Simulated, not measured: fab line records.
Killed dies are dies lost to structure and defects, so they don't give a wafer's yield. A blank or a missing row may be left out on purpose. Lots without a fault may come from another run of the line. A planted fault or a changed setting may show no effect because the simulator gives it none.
Matching of chambers	flow sky130	cmp-01 running SKY_VIA4_CMP_02: 4 sister chambers
The step polishes SiO2. 4 wafers are shown with their chamber, then 7 later ones without.

## WAFERS, EACH WITH ITS CHAMBER
wafer	chamber	motorCurrentA (A)
L297.1	1	9.5
L300.5	3	10.5
L302.1	2	15.0
L302.4	0	12.0

## WAFERS WITH NO CHAMBER GIVEN
wafer	motorCurrentA (A)
L302.5	12.7
L311.3	14.5
L311.4	12.8
L311.5	9.9
L313.2	10.1
L313.3	11.7
L313.4	10.7

## WHICH CHAMBER EACH WENT THROUGH
wafer	from the rows above	in truth
L302.5	0	0
L311.3	2	2
L311.4	0	0
L311.5	can't be placed: 1 or 3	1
L313.2	can't be placed: 3 or 1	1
L313.3	can't be placed: 0 or 3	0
L313.4	can't be placed: 3 or 1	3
3 of 7 placed correctly. Unplaceable from these rows: 4, with the true chamber sitting among the candidates in 4. Wrongly placed: 0.
How it was worked out, from the rows above alone: a wafer's distance from a chamber is the root of the sum, over the readings, of the square of ((its reading less the chamber's mean) divided by the reading's scatter). If the next closest chamber is less than 2 further off than the closest, the wafer can't be placed; otherwise it belongs to the closest. For every chamber, the mean is computed from those of its wafers that are shown. The scatter: with one shown wafer a chamber, the root of the mean of the squares of how far each hidden wafer lies from its nearest shown one.
